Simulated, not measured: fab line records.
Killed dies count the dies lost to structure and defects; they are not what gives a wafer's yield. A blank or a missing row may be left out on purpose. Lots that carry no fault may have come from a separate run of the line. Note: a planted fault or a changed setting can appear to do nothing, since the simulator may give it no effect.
fab line records -- flow sky130
[record] lots = 15, wafers = 45, last-day = 50
route steps=708 shown NWELL@68 VT_ADJUST_NCORE@127 VT_ADJUST_PCH@153 SONOS_ONO@168
lots untouched by any fault: they come from a run of this same line in which no faults occurred
start-h: hours from the record's first day to the start of the lot's first wafer shown -- wait-h: hours since the lot's step before -- " repeats the value in the row above -- L1.1+2: several wafers, shown together as one row -- - no value, or no start given -- * or withheld: withheld -- < > ~ a bound
route shown NAME@n: a module of which the file shows steps, and the number in the route of the first -- usual: average and standard deviation across the fault-free wafers -- same: alike in all rows -- chamber/n: place in a boat -- sites: readings site by site -- _std_site: their standard deviation -- _edge_site: outer sites' mean less inner sites' -- radius-mm: for every site, how far away it sits from the centre of the wafer -- mask NAME#n: copy n -- behind: the tool/chamber that last shaped the wafer -- hold: why the lot was held/for how many hours/how that ended -- device: the n, p or np transistor that did not switch -- end of line: the route-end tests of the same wafers -- a step without rows: its recipe alone -- killed: dies that structure and defects cost at the first sort, which is not the same as the wafer's yield -- map: dies across one wafer; x = killed, . = not, _ = none there
set.NAME: the setting that was run; set.NAME@STEP: the one run at that earlier step -- model.NAME: the simulator's own value behind a step, which no gauge read
one table for each step of the route and one row for each wafer, over a sample of lots
services: from which hour (start-h, from the record's first day; less than 0 if before it) a tool's chamber was out of use, for how many hours, and why
[[steps]]
[step SKY_NWELL_TW_MEAS_15]
[usual] NWELL_TW = 1810/9.6
lot.wafer,tool,chamber,start-h,wait-h,NWELL_TW
L868.1,film-metro-03,-,87.79,0.1,1836
L868.3,film-metro-03,-,87.79,0.1,1821
L868.6,film-metro-03,-,87.79,0.1,1832
L869.1,film-metro-02,-,89.83,0.1,1792
L869.4,film-metro-02,-,89.83,0.1,1791
L869.6,film-metro-02,-,89.83,0.1,1791
L870.1,film-metro-03,-,99.84,0.1,1822
L870.3,film-metro-03,-,99.84,0.1,1811
L870.4,film-metro-03,-,99.84,0.1,1816
L871.1,film-metro-03,-,104.29,0.1,1827
L871.2,film-metro-03,-,104.29,0.1,1800
L871.5,film-metro-03,-,104.29,0.1,1811
L872.2,film-metro-03,-,105.95,0.1,1810
L872.5,film-metro-03,-,105.95,0.1,1805
L872.6,film-metro-03,-,105.95,0.1,1818
L873.1,film-metro-02,-,117.78,0.1,1814
L873.2,film-metro-02,-,117.78,0.1,1800
L873.4,film-metro-02,-,117.78,0.1,1810
L880.1,film-metro-03,-,154.63,0.1,1811
L880.2,film-metro-03,-,154.63,0.1,1821
L880.6,film-metro-03,-,154.63,0.1,1821
L882.3,film-metro-01,-,169.10,0.1,1813
L882.5,film-metro-01,-,169.10,0.1,1821
L882.6,film-metro-01,-,169.10,0.1,1817
L883.1,film-metro-02,-,177.26,0.1,1798
L883.2,film-metro-02,-,177.26,0.1,1802
L883.6,film-metro-02,-,177.26,0.1,1805
L884.2,film-metro-02,-,181.45,0.1,1795
L884.3,film-metro-02,-,181.45,0.1,1808
L884.6,film-metro-02,-,181.45,0.1,1804
L885.1,film-metro-03,-,186.58,0.1,1817
L885.2,film-metro-03,-,186.58,0.1,1821
L885.6,film-metro-03,-,186.58,0.1,1807
L886.2,film-metro-02,-,191.62,0.1,1806
L886.4,film-metro-02,-,191.62,0.1,1807
L886.5,film-metro-02,-,191.62,0.1,1809
L888.3,film-metro-02,-,201.83,0.1,1806
L888.5,film-metro-02,-,201.83,0.1,1795
L888.6,film-metro-02,-,201.83,0.1,1801
L889.1,film-metro-02,-,206.93,0.1,1803
L889.4,film-metro-02,-,206.93,0.1,1805
L889.6,film-metro-02,-,206.93,0.1,1805
L890.1,film-metro-01,-,212.38,0.1,1814
L890.3,film-metro-01,-,212.38,0.1,1816
L890.6,film-metro-01,-,212.38,0.1,1807
[step SKY_VT_ADJUST_NCORE_OVL_MEAS_08]
[usual] VT_ADJUST_NCORE_OVL = 1.2/1.3
lot.wafer,tool,chamber,start-h,wait-h,VT_ADJUST_NCORE_OVL[nm]
L868.1,overlay-02,-,182.82,0.1,2.2
L868.3,overlay-02,-,182.82,0.1,0.9
L868.6,overlay-02,-,182.82,0.1,2.6
L869.1,overlay-01,-,187.87,0.1,1.0
L869.4,overlay-01,-,187.87,0.1,1.9
L869.6,overlay-01,-,187.87,0.1,0.4
L870.1,overlay-01,-,198.62,0.1,0.1
L870.3,overlay-01,-,198.62,0.1,0.9
L870.4,overlay-01,-,198.62,0.1,1.7
L871.1,overlay-01,-,203.42,0.1,-0.1
L871.2,overlay-01,-,203.42,0.1,1.3
L871.5,overlay-01,-,203.42,0.1,1.8
L872.2,overlay-01,-,205.10,0.1,-0.7
L872.5,overlay-01,-,205.10,0.1,0.7
L872.6,overlay-01,-,205.10,0.1,0.4
L873.1,overlay-02,-,221.02,0.1,0.7
L873.2,overlay-02,-,221.02,0.1,-1.3
L873.4,overlay-02,-,221.02,0.1,-0.1
L880.1,overlay-02,-,264.64,0.1,2.1
L880.2,overlay-02,-,264.64,0.1,1.8
L880.6,overlay-02,-,264.64,0.1,1.6
L882.3,overlay-02,-,284.38,0.1,0.0
L882.5,overlay-02,-,284.38,0.1,2.1
L882.6,overlay-02,-,284.38,0.1,1.6
L883.1,overlay-02,-,292.42,0.1,2.5
L883.2,overlay-02,-,292.42,0.1,2.6
L883.6,overlay-02,-,292.42,0.1,0.1
L884.2,overlay-02,-,299.29,0.1,0.1
L884.3,overlay-02,-,299.29,0.1,0.7
L884.6,overlay-02,-,299.29,0.1,0.4
L885.1,overlay-01,-,307.59,0.1,3.9
L885.2,overlay-01,-,307.59,0.1,5.0
L885.6,overlay-01,-,307.59,0.1,0.9
L886.2,overlay-01,-,311.18,0.1,0.8
L886.4,overlay-01,-,311.18,0.1,3.0
L886.5,overlay-01,-,311.18,0.1,2.7
L888.3,overlay-01,-,322.48,0.1,-0.2
L888.5,overlay-01,-,322.48,0.1,-0.4
L888.6,overlay-01,-,322.48,0.1,0.6
L889.1,overlay-02,-,331.07,0.1,-0.1
L889.4,overlay-02,-,331.07,0.1,1.0
L889.6,overlay-02,-,331.07,0.1,1.1
L890.1,overlay-01,-,335.49,0.1,2.3
L890.3,overlay-01,-,335.49,0.1,1.8
L890.6,overlay-01,-,335.49,0.1,0.6
[step SKY_VT_ADJUST_PCH_TW_MEAS_10]
[usual] VT_ADJUST_PCH_TW = 142.7/1.6
lot.wafer,tool,chamber,start-h,wait-h,VT_ADJUST_PCH_TW
L868.1,film-metro-02,-,227.66,0.1,141.0
L868.3,film-metro-02,-,227.66,0.1,140.1
L868.6,film-metro-02,-,227.66,0.1,141.8
L869.1,film-metro-01,-,233.18,0.1,142.3
L869.4,film-metro-01,-,233.18,0.1,142.6
L869.6,film-metro-01,-,233.18,0.1,141.9
L870.1,film-metro-02,-,244.45,0.1,141.7
L870.3,film-metro-02,-,244.45,0.1,141.2
L870.4,film-metro-02,-,244.45,0.1,142.2
L871.1,film-metro-01,-,249.48,0.1,142.4
L871.2,film-metro-01,-,249.48,0.1,142.8
L871.5,film-metro-01,-,249.48,0.1,142.3
L872.2,film-metro-01,-,250.44,0.1,142.4
L872.5,film-metro-01,-,250.44,0.1,142.3
L872.6,film-metro-01,-,250.44,0.1,143.4
L873.1,film-metro-01,-,268.96,0.1,142.2
L873.2,film-metro-01,-,268.96,0.1,142.2
L873.4,film-metro-01,-,268.96,0.1,141.8
L880.1,film-metro-04,-,316.01,0.1,144.7
L880.2,film-metro-04,-,316.01,0.1,145.4
L880.6,film-metro-04,-,316.01,0.1,145.1
L882.3,film-metro-02,-,336.37,0.1,141.2
L882.5,film-metro-02,-,336.37,0.1,141.2
L882.6,film-metro-02,-,336.37,0.1,140.7
L883.1,film-metro-02,-,345.51,0.1,141.1
L883.2,film-metro-02,-,345.51,0.1,140.7
L883.6,film-metro-02,-,345.51,0.1,141.5
L884.2,film-metro-04,-,352.54,0.1,145.3
L884.3,film-metro-04,-,352.54,0.1,146.1
L884.6,film-metro-04,-,352.54,0.1,145.3
L885.1,film-metro-04,-,361.18,0.1,145.1
L885.2,film-metro-04,-,361.18,0.1,144.5
L885.6,film-metro-04,-,361.18,0.1,143.8
L886.2,film-metro-02,-,366.01,0.1,141.5
L886.4,film-metro-02,-,366.01,0.1,142.1
L886.5,film-metro-02,-,366.01,0.1,140.6
L888.3,film-metro-04,-,378.07,0.1,144.1
L888.5,film-metro-04,-,378.07,0.1,144.2
L888.6,film-metro-04,-,378.07,0.1,144.0
L889.1,film-metro-02,-,387.11,0.1,141.2
L889.4,film-metro-02,-,387.11,0.1,141.2
L889.6,film-metro-02,-,387.11,0.1,140.1
L890.1,film-metro-04,-,392.48,0.1,144.0
L890.3,film-metro-04,-,392.48,0.1,145.0
L890.6,film-metro-04,-,392.48,0.1,144.8
[step SKY_SONOS_ONO_OXIDATION_00]
[recipe] temp-c = 800, ambient = O2, idle-temp-c = 700, ramp-up-c-per-min = 10, ramp-down-c-per-min = 3, stabilise-s = 600, purge-s = 300, target-thk-a = 26, ox-time-s = 1249
[usual] spike-tc-centre-C = 800.2/1.4
lot.wafer,tool,chamber,start-h,wait-h,spike-tc-centre-C
L868.1,furnace-02,0,252.11,0.8,801.5
L868.3,furnace-02,0,252.11,0.8,799.3
L868.6,furnace-02,0,252.11,0.8,798.0
L869.1,furnace-02,0,257.93,0.5,799.1
L869.4,furnace-02,0,257.93,0.5,800.1
L869.6,furnace-02,0,257.93,0.5,799.8
L870.1,furnace-01,0,270.18,1.0,802.0
L870.3,furnace-01,0,270.18,1.0,801.6
L870.4,furnace-01,0,270.18,1.0,803.6
L871.1,furnace-02,0,275.88,0.9,799.8
L871.2,furnace-02,0,275.88,0.9,802.6
L871.5,furnace-02,0,275.88,0.9,798.6
L872.2,furnace-02,0,275.88,0.8,799.9
L872.5,furnace-02,0,275.88,0.8,798.7
L872.6,furnace-02,0,275.88,0.8,800.5
L873.1,furnace-02,0,295.76,0.6,799.4
L873.2,furnace-02,0,295.76,0.6,800.3
L873.4,furnace-02,0,295.76,0.6,798.9
L880.1,furnace-01,0,342.92,0.1,801.9
L880.2,furnace-01,0,342.92,0.1,800.7
L880.6,furnace-01,0,342.92,0.1,802.4
L882.3,furnace-01,0,364.22,0.0,801.5
L882.5,furnace-01,0,364.22,0.0,799.8
L882.6,furnace-01,0,364.22,0.0,799.9
L883.1,furnace-01,0,374.88,0.0,801.1
L883.2,furnace-01,0,374.88,0.0,801.0
L883.6,furnace-01,0,374.88,0.0,801.8
L884.2,furnace-02,0,382.91,1.8,799.3
L884.3,furnace-02,0,382.91,1.8,799.5
L884.6,furnace-02,0,382.91,1.8,799.7
L885.1,furnace-02,0,392.74,2.2,799.2
L885.2,furnace-02,0,392.74,2.2,799.6
L885.6,furnace-02,0,392.74,2.2,796.9
L886.2,furnace-02,0,397.13,1.3,799.7
L886.4,furnace-02,0,397.13,1.3,798.8
L886.5,furnace-02,0,397.13,1.3,797.8
L888.3,furnace-02,0,407.95,0.1,800.2
L888.5,furnace-02,0,407.95,0.1,799.7
L888.6,furnace-02,0,407.95,0.1,800.9
L889.1,furnace-02,0,418.13,1.7,799.4
L889.4,furnace-02,0,418.13,1.7,799.8
L889.6,furnace-02,0,418.13,1.7,800.9
L890.1,furnace-02,0,422.21,0.0,797.8
L890.3,furnace-02,0,422.21,0.0,800.2
L890.6,furnace-02,0,422.21,0.0,798.5
[step SKY_SONOS_ONO_THK_MEAS_01]
[recipe] reads = SiO2_of_SONOS_ONO_OXIDATION_00
[usual] SONOS_ONO_OXIDATION_THK = 2.62/0.067
lot.wafer,tool,chamber,start-h,wait-h,SONOS_ONO_OXIDATION_THK[nm]
L868.1,film-metro-04,-,253.46,0.0,2.66
L868.3,film-metro-04,-,253.46,0.0,2.63
L868.6,film-metro-04,-,253.46,0.0,2.63
L869.1,film-metro-04,-,259.28,0.0,2.61
L869.4,film-metro-04,-,259.28,0.0,2.64
L869.6,film-metro-04,-,259.28,0.0,2.65
L870.1,film-metro-02,-,271.53,0.0,2.75
L870.3,film-metro-02,-,271.53,0.0,2.75
L870.4,film-metro-02,-,271.53,0.0,2.74
L871.1,film-metro-02,-,277.22,0.0,3.41
L871.2,film-metro-02,-,277.22,0.0,3.47
L871.5,film-metro-02,-,277.22,0.0,3.40
L872.2,film-metro-04,-,277.23,0.0,3.43
L872.5,film-metro-04,-,277.23,0.0,3.52
L872.6,film-metro-04,-,277.23,0.0,3.49
L873.1,film-metro-03,-,297.10,0.0,3.48
L873.2,film-metro-03,-,297.10,0.0,3.53
L873.4,film-metro-03,-,297.10,0.0,3.52
L880.1,film-metro-04,-,344.27,0.0,2.70
L880.2,film-metro-04,-,344.27,0.0,2.72
L880.6,film-metro-04,-,344.27,0.0,2.79
L882.3,film-metro-03,-,365.59,0.0,2.61
L882.5,film-metro-03,-,365.59,0.0,2.63
L882.6,film-metro-03,-,365.59,0.0,2.62
L883.1,film-metro-03,-,376.23,0.0,2.70
L883.2,film-metro-03,-,376.23,0.0,2.55
L883.6,film-metro-03,-,376.23,0.0,2.66
L884.2,film-metro-02,-,384.27,0.0,2.64
L884.3,film-metro-02,-,384.27,0.0,2.66
L884.6,film-metro-02,-,384.27,0.0,2.57
L885.1,film-metro-03,-,394.08,0.0,2.56
L885.2,film-metro-03,-,394.08,0.0,2.59
L885.6,film-metro-03,-,394.08,0.0,2.60
L886.2,film-metro-02,-,398.49,0.0,2.52
L886.4,film-metro-02,-,398.49,0.0,2.58
L886.5,film-metro-02,-,398.49,0.0,2.50
L888.3,film-metro-04,-,409.31,0.0,2.68
L888.5,film-metro-04,-,409.31,0.0,2.68
L888.6,film-metro-04,-,409.31,0.0,2.62
L889.1,film-metro-03,-,419.48,0.0,2.59
L889.4,film-metro-03,-,419.48,0.0,2.60
L889.6,film-metro-03,-,419.48,0.0,2.60
L890.1,film-metro-03,-,423.56,0.0,2.56
L890.3,film-metro-03,-,423.56,0.0,2.58
L890.6,film-metro-03,-,423.56,0.0,2.57
[[services]]
tool,chamber,start-h,hours,kind
furnace-01,-,240.18,2.9,pm
furnace-02,-,309.48,3.7,pm
furnace-02,-,317.53,3.9,pm
furnace-01,-,324.62,3.5,pm
furnace-02,-,378.57,1.3,repair
[[key]]
[first-sign] step = SKY_SONOS_ONO_THK_MEAS_01, reading = SONOS_ONO_OXIDATION_THK, direction = up, sigmas = 13, usual = 2.62, struck = 3.47
effect none on later readings
met-at SKY_SONOS_ONO_OXIDATION_00
struck-lots L871,L872,L873
sort-left-out L871.1,L871.2,L871.5,L872.2,L872.5,L872.6,L873.1,L873.2,L873.4
tester-left-out L871,L872,L873
not-acting-at SKY_NWELL_TW_MEAS_15,SKY_VT_ADJUST_NCORE_OVL_MEAS_08,SKY_VT_ADJUST_PCH_TW_MEAS_10
onset-between 257.93 275.88
[fault] kind = process-parameter-drift, tool = furnace-02, chamber = -, onset-h = 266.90, steps = SKY_SONOS_ONO_OXIDATION_00, channel = ox-time-s, offset = *, shape = step, end-h = 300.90, acts-in = *, stated = *
// tester-left-out: of these lots the tester's yield and bins aren't shown, on N5 and GAA mostly nor the transistor test; their killed dies are dies lost to structure and defects alone, not to doping, threshold or leakage, so they don't give the yield
// sort-left-out: the simulated sort isn't trusted on such a fault, so these wafers' sort isn't shown, and their yield isn't known
